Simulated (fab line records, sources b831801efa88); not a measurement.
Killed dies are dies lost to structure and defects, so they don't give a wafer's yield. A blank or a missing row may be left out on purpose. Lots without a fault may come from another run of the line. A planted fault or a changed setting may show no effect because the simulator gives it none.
fab line records | flow sky130 | part 2 of 2: steps 26 to 35 of 35
record lots=5 wafers=15 last_day=49
route steps=708 shown VIA4@656 METAL5@661 PASSIVATION@681
lots that met no fault: from a run of the same line without faults
start_h: hours from the record's first day to the start of the lot's first wafer shown | wait_h: hours since the lot's step before | " the same as in the row above | L1.1+2: a row that stands for several wafers | - no value, or no start given | * or withheld: withheld | < > ~ a bound
route shown NAME@n: a module of which the file shows steps, and the number in the route of the first | usual: mean/standard deviation of fault-free wafers | same: alike in all rows | chamber/n: place in a boat | sites: the reading at each site | _std_site: their standard deviation | _edge_site: outer sites' mean less inner sites' | radius_mm: how far each site lies from the wafer's centre | mask NAME#n: copy n | behind: the tool/chamber that last shaped the wafer | hold: why the lot was held/for how many hours/how that ended | device: the transistor (n, p or np) that didn't switch | end of line: the same wafers' tests at the end of the route | a step without rows: its recipe alone | killed: dies lost to structure and defects at the first sort, not the wafer's yield | map: a wafer's dies, x killed, . not, _ none there
set.NAME: the setting as run; set.NAME@STEP: as run at that earlier step | model.NAME: the simulator's own value behind a step, which no gauge read
lots at some steps of the route; a table a step, a row a wafer
services: from which hour (start_h, from the record's first day; less than 0 if before it) a tool's chamber was out of use, for how many hours, and why
## steps
# step SKY_PASSIVATION_CVD_00
# recipe material=SiO2 target_thk_nm=90 temp_c=400 time_s=withheld rf_w=600
# usual heater_power_outer_w=387/62 heater_power_w=677/87
# columns lot.wafer tool chamber start_h wait_h heater_power_outer_w heater_power_w
L075.1 pecvd-03 2 1024.00 0.0 413 668
L075.4 " 2 " " 421 683
L075.5 " 2 " " 432 703
L077.2 pecvd-01 2 1041.58 0.0 383 708
L077.5 " 2 " " 391 728
L077.6 " 1 " " 270 497
L082.2 pecvd-01 1 1076.66 0.0 305 537
L082.3 " 2 " " 403 720
L082.5 " 2 " " 408 734
L090.4 pecvd-03 2 1145.66 0.0 394 658
L090.5 " 0 " " 411 659
L090.6 " 1 " " 312 629
L091.2 pecvd-01 0 1147.35 0.0 490 803
L091.3 " 0 " " 502 824
L091.4 " 2 " " 353 688
# step SKY_PASSIVATION_THK_MEAS_01
# recipe reads=SiO2_of_PASSIVATION_CVD_00
# usual PASSIVATION_CVD_00_THK=90.0/1.2
# columns lot.wafer tool chamber start_h wait_h PASSIVATION_CVD_00_THK[nm]
L075.1 film_metro-02 - 1024.04 - 87.4
L075.4 " - " " 88.3
L075.5 " - " " 88.6
L077.2 film_metro-02 - 1041.62 - 88.6
L077.5 " - " " 90.3
L077.6 " - " " 89.6
L082.2 film_metro-01 - 1076.69 - 89.6
L082.3 " - " " 87.8
L082.5 " - " " 88.5
L090.4 film_metro-01 - 1145.70 - 89.8
L090.5 " - " " 91.2
L090.6 " - " " 90.0
L091.2 film_metro-01 - 1147.39 - 91.1
L091.3 " - " " 93.0
L091.4 " - " " 92.5
# step SKY_PASSIVATION_CVD_02
# recipe material=Si3N4 target_thk_nm=540 temp_c=400 time_s=withheld rf_w=450
# usual heater_power_outer_w=437/74 heater_power_w=739/99
# columns lot.wafer tool chamber start_h wait_h heater_power_outer_w heater_power_w
L075.1 pecvd-04 1 1024.10 0.1 429 734
L075.4 " 2 " " 490 804
L075.5 " 0 " " 563 935
L077.2 pecvd-04 1 1041.67 0.0 435 759
L077.5 " 2 " " 376 669
L077.6 " 0 " " 575 893
L082.2 pecvd-04 2 1076.74 0.0 412 704
L082.3 " 0 " " 547 906
L082.5 " 0 " " 568 915
L090.4 pecvd-04 0 1145.84 0.1 593 978
L090.5 " 1 " " 446 767
L090.6 " 2 " " 447 719
L091.2 pecvd-03 0 1147.44 0.0 378 606
L091.3 " 1 " " 344 684
L091.4 " 1 " " 376 752
# step SKY_PASSIVATION_THK_MEAS_03
# recipe reads=Si3N4_of_PASSIVATION_CVD_02
# usual PASSIVATION_CVD_02_THK=540/6.9
# columns lot.wafer tool chamber start_h wait_h PASSIVATION_CVD_02_THK[nm]
L075.1 film_metro-02 - 1024.32 - 541
L075.4 " - " " 539
L075.5 " - " " 536
L077.2 film_metro-03 - 1041.90 - 535
L077.5 " - " " 547
L077.6 " - " " 544
L082.2 film_metro-01 - 1076.98 - 532
L082.3 " - " " 529
L082.5 " - " " 539
L090.4 film_metro-03 - 1145.99 - 544
L090.5 " - " " 542
L090.6 " - " " 546
L091.2 film_metro-02 - 1147.67 - 542
L091.3 " - " " 542
L091.4 " - " " 553
# step SKY_PASSIVATION_DEHYDRATE_04
# recipe temp_c=200 time_s=60
# usual exhaust_pa=45.0/0.88
# columns lot.wafer tool chamber start_h wait_h exhaust_pa
L075.1 litho_track-01 0 1034.14 9.8 45.2
L075.4 " 0 " " 46.4
L075.5 " 0 " " 44.9
L077.2 litho_track-03 0 1052.51 10.6 44.0
L077.5 " 0 " " 45.2
L077.6 " 0 " " 45.2
L082.2 litho_track-03 0 1086.16 9.2 46.2
L082.3 " 0 " " 46.6
L082.5 " 0 " " 44.6
L090.4 litho_track-03 0 1154.71 8.7 44.4
L090.5 " 0 " " 45.7
L090.6 " 0 " " 46.0
L091.2 litho_track-03 0 1157.11 9.4 43.4
L091.3 " 0 " " 46.2
L091.4 " 0 " " 45.5
# step SKY_PASSIVATION_HMDS_05
# recipe prime_time_s=60 prime_temp_c=120
# usual exhaust_pa=45.1/0.84 prime_temp_c=120.00/0.12
# columns lot.wafer tool chamber start_h wait_h exhaust_pa prime_temp_c
L075.1 litho_track-01 0 1034.29 0.1 45.9 119.91
L075.4 " 0 " " 45.6 119.82
L075.5 " 0 " " 46.7 120.03
L077.2 litho_track-03 0 1052.66 0.1 45.9 120.05
L077.5 " 0 " " 45.5 120.16
L077.6 " 0 " " 46.5 119.97
L082.2 litho_track-03 0 1086.31 0.1 44.3 120.27
L082.3 " 0 " " 45.0 119.88
L082.5 " 0 " " 45.6 120.11
L090.4 litho_track-03 0 1154.86 0.1 47.1 120.03
L090.5 " 0 " " 45.4 120.06
L090.6 " 0 " " 46.0 120.08
L091.2 litho_track-03 0 1157.26 0.1 44.5 119.74
L091.3 " 0 " " 45.3 119.98
L091.4 " 0 " " 45.2 120.12
# step SKY_PASSIVATION_COAT_06
# recipe spin_rpm=2000 resist_thk_nm=3000
# usual exhaust_pa=45.0/0.89
# columns lot.wafer tool chamber start_h wait_h exhaust_pa
L075.1 litho_track-01 0 1034.44 0.1 45.2
L075.4 " 0 " " 45.9
L075.5 " 0 " " 45.5
L077.2 litho_track-03 0 1052.81 0.1 45.8
L077.5 " 0 " " 46.3
L077.6 " 0 " " 46.1
L082.2 litho_track-03 0 1086.46 0.1 45.1
L082.3 " 0 " " 43.7
L082.5 " 0 " " 45.4
L090.4 litho_track-03 0 1155.01 0.1 44.5
L090.5 " 0 " " 44.9
L090.6 " 0 " " 44.7
L091.2 litho_track-03 0 1157.41 0.1 43.7
L091.3 " 0 " " 43.9
L091.4 " 0 " " 45.3
# step SKY_PASSIVATION_SOFTBAKE_07
# recipe temp_c=110 time_s=withheld
# usual exhaust_pa=45.0/0.94
# columns lot.wafer tool chamber start_h wait_h exhaust_pa
L075.1 litho_track-01 0 1034.59 0.1 46.1
L075.4 " 0 " " 46.5
L075.5 " 0 " " 46.9
L077.2 litho_track-03 0 1052.97 0.1 43.8
L077.5 " 0 " " 44.8
L077.6 " 0 " " 45.9
L082.2 litho_track-03 0 1086.62 0.1 44.6
L082.3 " 0 " " 44.4
L082.5 " 0 " " 44.3
L090.4 litho_track-03 0 1155.19 0.1 45.0
L090.5 " 0 " " 45.4
L090.6 " 0 " " 45.6
L091.2 litho_track-03 0 1157.57 0.1 44.6
L091.3 " 0 " " 46.1
L091.4 " 0 " " 45.5
# step SKY_PASSIVATION_EXPOSE_08
# recipe mask_id=NSM target_cd_nm=3000 na=0.57 dose_mj=260
# columns lot.wafer tool chamber start_h wait_h mask
L075.1+4+5 iline_stepper-01 0 - - NSM#0
L077.2+5+6 iline_stepper-02 0 - - NSM#0
L082.2+3+5 iline_stepper-02 0 - - NSM#0
L090.4+5+6 iline_stepper-02 0 - - NSM#0
L091.2+3+4 iline_stepper-01 0 - - NSM#0
# step SKY_PASSIVATION_PEB_09
# recipe temp_c=115 time_s=withheld
# usual exhaust_pa=45.1/0.99
# columns lot.wafer tool chamber start_h wait_h exhaust_pa
L075.1 litho_track-01 0 - - 43.0
L075.4 " 0 " " 43.1
L075.5 " 0 " " 43.8
L077.2 litho_track-01 0 - - 46.3
L077.5 " 0 " " 45.6
L077.6 " 0 " " 46.2
L082.2 litho_track-04 0 - - 44.4
L082.3 " 0 " " 43.7
L082.5 " 0 " " 44.6
L090.4 litho_track-01 0 - - 45.8
L090.5 " 0 " " 46.3
L090.6 " 0 " " 46.5
L091.2 litho_track-04 0 - - 45.1
L091.3 " 0 " " 43.6
L091.4 " 0 " " 45.2
## services
# columns tool chamber start_h hours kind
rie_metal-01 1 976.82 3.3 repair
iline_stepper-02 - 983.77 1.7 pm
iline_stepper-02 - 986.56 1.8 repair
pecvd-01 - 990.93 0.3 repair
pvd_sputter-04 - 993.61 7.5 repair
plasma_asher-02 - 1000.55 2.4 repair
pvd_sputter-02 - 1008.24 1.0 repair
pvd_sputter-02 - 1019.02 8.0 repair
cmp-01 - 1043.31 2.8 pm
iline_stepper-02 - 1044.12 2.1 pm
pecvd-04 0 1053.61 4.7 repair
cmp-01 - 1074.36 5.0 repair
pecvd-04 - 1075.14 0.8 repair
wet_bench-03 - 1077.03 7.3 repair
cvd_w-01 - 1082.68 1.7 repair
rie_metal-01 - 1101.93 2.8 pm
cmp-01 - 1104.32 0.6 repair
cvd_w-01 1 1105.41 1.4 repair
wet_bench-03 - 1113.45 4.4 pm
rie_metal-04 - 1136.48 14.6 pm
cmp-01 - 1137.76 5.4 repair
pecvd-04 0 1154.30 23.6 repair
cmp-01 - 1154.79 0.9 repair
pvd_sputter-04 - 1161.73 0.8 repair
